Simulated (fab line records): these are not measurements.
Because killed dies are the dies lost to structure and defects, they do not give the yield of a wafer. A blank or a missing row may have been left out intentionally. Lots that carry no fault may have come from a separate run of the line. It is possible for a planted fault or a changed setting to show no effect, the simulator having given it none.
Check for tools in common ; flow sky130 ; 13 lots and 39 wafers in the sample

## REASON IT WAS OPENED
Of 13 lots, 1 have the reading SONOS_TUNNEL_TW flagged at SKY_SONOS_TUNNEL_TW_MEAS_12. Fault-free wafers read 196.6, with a standard deviation of 1.2.
Rule: a lot gets a flag if all its wafers with a number sit over 4 standard deviations from that mean, or if no wafer of it has a number. As for the other lots, they are considered sound.

lot;measured;on;SONOS_TUNNEL_TW, wafer by wafer;flag
L638;day 11 12:05;film-metro-04;196.4 197.4 196.7;
L639;day 11 22:53;film-metro-01;196.2 194.8 195.8;
L640;day 12 00:52;film-metro-04;197.8 197.1 197.2;
L642;day 12 18:19;film-metro-01;196.7 196.7 196.3;
L643;day 13 05:17;film-metro-01;194.7 195.9 194.8;
L644;day 13 11:44;film-metro-02;199.2 199.2 198.8;
L645;day 13 17:23;film-metro-01;195.3 194.6 195.3;
L647;day 14 07:32;film-metro-04;196.5 195.4 195.5;
L648;day 14 16:11;film-metro-04;196.9 195.9 196.0;
L649;day 15 00:25;film-metro-04;197.8 197.3 197.7;
L651;day 15 16:34;film-metro-01;29.8 29.6 29.6;FLAGGED
L660;day 18 19:52;film-metro-02;198.4 196.7 197.1;
L661;day 19 08:10;film-metro-02;196.8 195.4 198.5;
Averaged over the flagged lots the numbers come to 29.7, -166.9 from the usual (-99 or more standard deviations).

## WHICH TOOL RAN EACH LOT
The record holds 1 process step before the reading, out of a route of 708 steps. Read each cell as the tool, then ch plus the chambers that the sampled wafers visited, then the start.
lot;flag;SKY_SONOS_TUNNEL_EXPOSE_04
L638;;iline-stepper-02 ch 0, day 10 23:58
L639;;iline-stepper-01 ch 0, day 11 10:42
L640;;iline-stepper-02 ch 0, day 11 12:36
L642;;iline-stepper-01 ch 0, day 12 05:50
L643;;iline-stepper-02 ch 0, day 12 16:43
L644;;iline-stepper-01 ch 0, day 12 23:21
L645;;iline-stepper-01 ch 0, day 13 05:25
L647;;iline-stepper-02 ch 0, day 13 17:33
L648;;iline-stepper-02 ch 0, day 14 02:31
L649;;iline-stepper-01 ch 0, day 14 10:59
L651;FLAGGED;iline-stepper-02 ch 0, day 15 01:54
L660;;iline-stepper-01 ch 0, day 18 05:18
L661;;iline-stepper-01 ch 0, day 18 16:25
What these steps do:
- SKY_SONOS_TUNNEL_EXPOSE_04: exposes mask TUNM, target cd 410 nm.
- SKY_SONOS_TUNNEL_TW_MEAS_12

## FLAGGED AGAINST TOTAL, ONE TOOL AT A TIME (gauges that did the reading follow at the end)
step;tool;lots run;flagged;share of the flagged lots;sound lots run after its first flagged lot
SKY_SONOS_TUNNEL_EXPOSE_04;iline-stepper-01;7;0;none;-
SKY_SONOS_TUNNEL_EXPOSE_04;iline-stepper-02;6;1;all;0
SKY_SONOS_TUNNEL_TW_MEAS_12;film-metro-01;5;1;all;0
SKY_SONOS_TUNNEL_TW_MEAS_12;film-metro-02;3;0;none;-
SKY_SONOS_TUNNEL_TW_MEAS_12;film-metro-04;5;0;none;-

## WHAT THE TABLE ALLOWS
In 2 table rows, all flagged lots were run: iline-stepper-02 (SKY_SONOS_TUNNEL_EXPOSE_04), film-metro-01 (SKY_SONOS_TUNNEL_TW_MEAS_12).
- iline-stepper-02 at SKY_SONOS_TUNNEL_EXPOSE_04: 1 of its 6 lots flagged. Last sound lot L648 at day 14 02:31, first flagged lot L651 at day 15 01:54; a fault beginning in between fits.
- film-metro-01 at SKY_SONOS_TUNNEL_TW_MEAS_12: 1 of its 5 lots flagged. Last sound lot L645 at day 13 17:23, first flagged lot L651 at day 15 16:34; a fault beginning in between fits.
These 2 tools cannot be told apart by counting lots, since each of them fits a fault that started at some hour. More lots, or a look at what each step does to the wafer, might.

## WHAT HAD BEEN PUT IN BY THE SIMULATOR
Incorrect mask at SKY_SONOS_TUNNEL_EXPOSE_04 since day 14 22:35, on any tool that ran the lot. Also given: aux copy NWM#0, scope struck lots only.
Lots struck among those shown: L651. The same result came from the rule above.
